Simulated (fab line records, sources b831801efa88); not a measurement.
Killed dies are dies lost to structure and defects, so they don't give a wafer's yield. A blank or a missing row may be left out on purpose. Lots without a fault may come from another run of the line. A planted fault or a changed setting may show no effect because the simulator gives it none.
A struck lot beside a sound one | flow sfq_line | 14 steps out of a route of 325
Sound: wafers L264.2, L264.3, L264.5. Struck: wafers L278.1, L278.5. The cause comes at the end.
At each step with rows: each side's tool, then ch and its chambers, then its first start. Under that, the readings that differ: sound wafers | struck wafers | difference of the means | sigmas: that difference in standard deviations of wafers without a fault.
alike: readings whose means differ by less than 2 such deviations, and words and numbers that are the same on both sides. not compared: withheld readings, readings that some wafer has no value for, bounds like >300 that may hide the same value, and numbers for which the record gives no deviation and whose values overlap.
The two part at a step that has a row with sigmas, a row that says differs or no value, or rows on one side only. Numbers that don't overlap but have no deviation are shown without sigmas and don't part them. A reading that every wafer of one side lacks parts them only if that side has two wafers or more.

SFQ_INCOMING_BOW_MEAS_900:
  sound on film_metro-02, day 1 20:01; struck on film_metro-03, day 4 18:00
  alike: INCOMING_BOW
then, 1 step without rows for these wafers: SFQ_TRILAYER_INCOMING_OXIDATION_002 (target thk 500 nm, ox time 4939 s).
SFQ_TRILAYER_L0_DEP_SPUTTER_003: material MoNx KI, target thk 40 nm, time 100 s.
  sound on pvd_sputter-05, day 1 22:29; struck on pvd_sputter-05, day 4 20:29
  alike: throttle_valve_pct
SFQ_L0_RS_MEAS_901: measures by four-point-probe.
  sound on film_metro-03, day 1 22:35; struck on film_metro-01, day 4 20:34
  alike: L0_MONX_KI_RS
SFQ_L0_THK_MEAS_902: measures by xrf.
  sound on film_metro-03, day 1 22:41; struck on film_metro-01, day 4 20:41
  alike: L0_MONX_KI_THK
then, 6 steps without rows for these wafers: SFQ_TRILAYER_L0_LITHO_COAT_010 (resist thk 62 nm); SFQ_TRILAYER_L0_LITHO_COAT_005 (resist thk 600 nm); SFQ_TRILAYER_L0_LITHO_SOFTBAKE_009; SFQ_TRILAYER_L0_LITHO_EXPOSE_006 (exposes mask L0, target cd 2000 nm); SFQ_TRILAYER_L0_LITHO_PEB_008 (peb time 60 s); SFQ_TRILAYER_L0_LITHO_DEVELOP_007 (time 60 s).
-- the record jumps here: 4 days lie between the struck wafers' starts before and after --
SFQ_TRILAYER_L0_BARC_OPEN_METAL_ETCH_010: etches BARC in O2, target depth 125 nm, time 41.7 s.
  sound on rie_metal-01 ch 1, day 4 18:59; struck on rie_metal-03 ch 0,1, day 8 10:35
  reading                                             | sound             | struck      | difference | sigmas
  model.KrF_of_TRILAYER_L0_LITHO_COAT_005.thk_nm (nm) | 517.8 520.9 518.9 | 542.5 540.1 | +22.1      |
  alike: drypump_motor_current_A, oes_product_au
  not compared: rf_hours_counter_h
SFQ_TRILAYER_L0_ETCH_METAL_ETCH_008: etches MoNx KI in SF6/O2, stops on SiO2, target depth 50 nm, time 25 s.
  sound on rie_metal-01 ch 1, day 4 19:02; struck on rie_metal-03 ch 0,1, day 8 10:38
  reading                                             | sound           | struck      | difference | sigmas
  model.KrF_of_TRILAYER_L0_LITHO_COAT_005.thk_nm (nm) | 475.7 478.6 477 | 500.8 497.6 | +22.1      |
  alike: drypump_motor_current_A, oes_product_au
  not compared: rf_hours_counter_h
SFQ_TRILAYER_L0_STRIP_STRIP_009: strips in O2.
  sound on rie_metal-01 ch 1, day 4 19:05; struck on rie_metal-03 ch 0,1, day 8 10:41
  alike: drypump_motor_current_A, oes_product_au
  not compared: rf_hours_counter_h

WHERE THEY PART
Nowhere in this record.

WHY: what the simulator had put in
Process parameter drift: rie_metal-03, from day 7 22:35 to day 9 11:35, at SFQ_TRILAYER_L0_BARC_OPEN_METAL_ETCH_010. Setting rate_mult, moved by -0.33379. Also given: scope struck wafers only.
